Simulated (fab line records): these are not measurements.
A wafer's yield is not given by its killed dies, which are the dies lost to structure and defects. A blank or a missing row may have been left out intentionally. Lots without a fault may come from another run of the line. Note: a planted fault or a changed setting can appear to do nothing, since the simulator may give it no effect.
What tool caused it? | flow sky130 | 33 wafers from 11 lots sampled at 6 of the route's 708 steps

WHAT THE GAUGES SHOWED, per wafer
SKY_LDD_HVP_TW_MEAS_10. Usual: LDD_HVP_TW 455, standard deviation 4.2.
lot  | measured     | on            | LDD_HVP_TW  | flag
L953 | day 21 14:28 | film-metro-03 | 458 459 459 |
L954 | day 21 23:43 | film-metro-04 | 458 459 459 |
L955 | day 22 05:20 | film-metro-03 | 459 458 461 |
L956 | day 22 13:31 | film-metro-04 | 456 456 458 |
L959 | day 23 16:22 | film-metro-03 | 456 456 458 |
L960 | day 24 06:38 | film-metro-04 | 456 455 455 |
L963 | day 25 10:20 | film-metro-04 | 459 462 460 |
L967 | day 26 16:08 | film-metro-01 | 453 452 452 |
L968 | day 27 02:22 | film-metro-04 | 457 456 459 |
L975 | day 29 13:37 | film-metro-01 | 453 452 452 |
L976 | day 29 20:22 | film-metro-03 | 458 461 459 |

SKY_SD_N_RS_MEAS_16: a four-point-probe measurement. Usual: SD_N_RS 68.60 ohm/sq, standard deviation 0.12.
lot  | measured     | on            | SD_N_RS (ohm/sq)  | flag
L953 | day 27 23:42 | film-metro-02 | 68.43 68.55 68.30 |
L954 | day 28 09:03 | film-metro-03 | 68.40 68.54 68.44 |
L955 | day 28 11:36 | film-metro-03 | 68.69 68.72 68.82 |
L956 | day 28 21:01 | film-metro-02 | 68.53 68.81 68.71 |
L959 | day 29 22:08 | film-metro-02 | 68.61 68.51 68.66 |
L960 | day 30 10:19 | film-metro-04 | 68.64 68.59 68.63 |
L963 | day 31 10:49 | film-metro-04 | 67.72 67.84 67.71 | OFF
L967 | day 32 16:01 | film-metro-02 | 67.91 67.85 67.80 | OFF
L968 | day 33 00:35 | film-metro-04 | 68.63 68.58 68.52 |
L975 | day 35 08:59 | film-metro-04 | 68.63 68.66 68.75 |
L976 | day 35 13:35 | film-metro-03 | 68.88 68.79 68.93 |

SKY_LI_CONTACT_BOW_MEAS_03. Usual: LI_CONTACT_BOW 54 um, standard deviation 6.5.
lot  | measured     | on            | LI_CONTACT_BOW (um) | flag
L953 | day 28 00:32 | film-metro-02 | 60 46 59            |
L954 | day 28 09:53 | film-metro-04 | 44 56 44            |
L955 | day 28 12:26 | film-metro-04 | 67 47 48            |
L956 | day 28 21:52 | film-metro-03 | 58 56 59            |
L959 | day 29 22:58 | film-metro-03 | 56 59 69            |
L960 | day 30 11:10 | film-metro-03 | 49 46 50            |
L963 | day 31 11:39 | film-metro-03 | 48 45 62            |
L967 | day 32 16:51 | film-metro-03 | 51 51 52            |
L968 | day 33 01:25 | film-metro-04 | 51 53 71            |
L975 | day 35 09:49 | film-metro-04 | 59 60 52            |
L976 | day 35 14:26 | film-metro-04 | 56 45 46            |

TOOL THAT RAN EACH LOT (tool first, then ch and the chambers of the sampled wafers, then the start)
lot  | SKY_POLY_CUT_ETCH_10               | SKY_SD_N_IMPLANT_09             | SKY_SD_N_STRIP_11
L953 | rie-diel-04 ch 0,1, day 24 07:23   | implanter-02 ch 0, day 27 23:01 | plasma-asher-02 ch 0, day 27 23:18
L954 | rie-diel-04 ch 1,3, day 24 16:08   | implanter-02 ch 0, day 28 08:22 | plasma-asher-04 ch 0,1, day 28 08:38
L955 | rie-diel-04 ch 0,1,3, day 24 19:35 | implanter-04 ch 0, day 28 10:55 | plasma-asher-02 ch 0,1, day 28 11:12
L956 | rie-diel-01 ch 0,1, day 25 04:11   | implanter-01 ch 0, day 28 20:20 | plasma-asher-04 ch 0,1, day 28 20:38
L959 | rie-diel-02 ch 2,3, day 26 06:11   | implanter-04 ch 0, day 29 21:27 | plasma-asher-02 ch 0,1, day 29 21:45
L960 | rie-diel-02 ch 1,2, day 26 19:26   | implanter-01 ch 0, day 30 09:38 | plasma-asher-02 ch 0,1, day 30 09:56
L963 | rie-diel-02 ch 0,2, day 27 21:48   | implanter-04 ch 0, day 31 10:08 | plasma-asher-04 ch 0,1, day 31 10:25
L967 | rie-diel-02 ch 2,3, day 29 04:17   | implanter-04 ch 0, day 32 15:20 | plasma-asher-03 ch 0,1, day 32 15:37
L968 | rie-diel-02 ch 0,1,2, day 29 12:56 | implanter-02 ch 0, day 32 23:35 | plasma-asher-04 ch 0,1, day 33 00:11
L975 | rie-diel-04 ch 0,1,3, day 31 23:29 | implanter-02 ch 0, day 35 08:18 | plasma-asher-04 ch 0,1, day 35 08:36
L976 | rie-diel-02 ch 0,1, day 32 05:11   | implanter-04 ch 0, day 35 12:55 | plasma-asher-02 ch 0,1, day 35 13:11
- SKY_POLY_CUT_ETCH_10: etches BARC in N2/H2, stops on SiO2, time 45.9 s, target depth 60 nm.
- SKY_SD_N_IMPLANT_09
- SKY_SD_N_STRIP_11: strips in O2/N2.

WHAT THE TOOLS THEMSELVES READ (means of the sampled wafers that have a number; where no wafer has one, the mark that the record gives instead)
SKY_POLY_CUT_ETCH_10. Usual: drypump-motor-current-A 5.93 A, standard deviation 0.28; h2-flow-sccm 200.0 sccm, standard deviation 0.6; oes-product-au 0.854 a.u., standard deviation 0.0051; throttle-valve-pct 13.225 %, standard deviation 0.009.
lot  | tool        | drypump-motor-current-A (A) | h2-flow-sccm (sccm) | oes-product-au (a.u.) | throttle-valve-pct (%) | flag
L953 | rie-diel-04 | 6.05                        | 200.0               | 0.854                 | 13.219                 |
L954 | rie-diel-04 | 5.78                        | 199.9               | 0.856                 | 13.217                 |
L955 | rie-diel-04 | 5.93                        | 199.4               | 0.854                 | 13.229                 |
L956 | rie-diel-01 | 5.85                        | 200.0               | 0.851                 | 13.226                 |
L959 | rie-diel-02 | 5.89                        | 200.1               | 0.857                 | 13.235                 |
L960 | rie-diel-02 | 6.29                        | 200.2               | 0.857                 | 13.233                 |
L963 | rie-diel-02 | 6.07                        | 200.1               | 0.856                 | 13.222                 |
L967 | rie-diel-02 | 5.90                        | 200.5               | 0.859                 | 13.228                 |
L968 | rie-diel-02 | 6.18                        | 199.5               | 0.853                 | 13.225                 |
L975 | rie-diel-04 | 5.94                        | 200.0               | 0.859                 | 13.221                 |
L976 | rie-diel-02 | 6.30                        | 200.2               | 0.852                 | 13.220                 |

SKY_SD_N_IMPLANT_09. Usual: end-station-pressure-torr 1.32e-05 Torr, standard deviation 8.8e-07; faraday-current-uA 12046, standard deviation 650.
lot  | tool         | end-station-pressure-torr (Torr) | faraday-current-uA | flag
L953 | implanter-02 | 1.36e-05                         | 12431              |
L954 | implanter-02 | 1.37e-05                         | 12676              |
L955 | implanter-04 | 1.28e-05                         | 12026              |
L956 | implanter-01 | 1.23e-05                         | 11189              |
L959 | implanter-04 | 1.35e-05                         | 12160              |
L960 | implanter-01 | 1.23e-05                         | 11082              |
L963 | implanter-04 | 4.82e-05                         | 10521              | OFF
L967 | implanter-04 | 4.57e-05                         | 10759              | OFF
L968 | implanter-02 | 1.31e-05                         | 12695              |
L975 | implanter-02 | 1.35e-05                         | 13024              |
L976 | implanter-04 | 1.33e-05                         | 11999              |

SKY_SD_N_STRIP_11. Usual: drypump-motor-current-A 5.93 A, standard deviation 0.26; oes-product-au 0.527 a.u., standard deviation 0.0044; strip-time-to-endpoint-s 22.54 s, standard deviation 0.042.
lot  | tool            | drypump-motor-current-A (A) | oes-product-au (a.u.) | strip-time-to-endpoint-s (s) | flag
L953 | plasma-asher-02 | 6.08                        | 0.533                 | 22.61                        |
L954 | plasma-asher-04 | 6.17                        | 0.522                 | 22.58                        |
L955 | plasma-asher-02 | 5.81                        | 0.524                 | 22.57                        |
L956 | plasma-asher-04 | 6.17                        | 0.530                 | 22.54                        |
L959 | plasma-asher-02 | 5.83                        | 0.525                 | 22.51                        |
L960 | plasma-asher-02 | 5.82                        | 0.525                 | 22.50                        |
L963 | plasma-asher-04 | 6.17                        | 0.520                 | 22.88                        | OFF
L967 | plasma-asher-03 | 5.59                        | 0.525                 | 22.93                        | OFF
L968 | plasma-asher-04 | 6.17                        | 0.528                 | 22.56                        |
L975 | plasma-asher-04 | 6.17                        | 0.526                 | 22.57                        |
L976 | plasma-asher-02 | 5.82                        | 0.532                 | 22.51                        |

THE ANSWER, worked out from the rows above alone
Rule: a lot is off if the mean of its wafers that have a number lies more than 3 standard deviations from the usual mean. A lot without any number at a reading at which 4 lots or more have one is off too. Where the step has rows for the other lots, those lots are counted as sound. After the gauges, taken in route order, come the tools' own readings; for these a lot's mean is taken, as printed above. At the first step where some lot is off, the reading lying furthest off is the one used; lots without a number count as furthest.
Off: L963, L967, at SKY_SD_N_RS_MEAS_16 (SD_N_RS).
A tool fits if, at a process step before that reading, it ran every lot that is off, and no sound lot after the first of them. Not tried: the gauges at SKY_SD_N_RS_MEAS_16; whatever is off there is also off at SKY_SD_N_IMPLANT_09, on other tools, and gauge error can't account for it. No candidate that was tried fits.

WHAT THE SIMULATOR HAD INSERTED
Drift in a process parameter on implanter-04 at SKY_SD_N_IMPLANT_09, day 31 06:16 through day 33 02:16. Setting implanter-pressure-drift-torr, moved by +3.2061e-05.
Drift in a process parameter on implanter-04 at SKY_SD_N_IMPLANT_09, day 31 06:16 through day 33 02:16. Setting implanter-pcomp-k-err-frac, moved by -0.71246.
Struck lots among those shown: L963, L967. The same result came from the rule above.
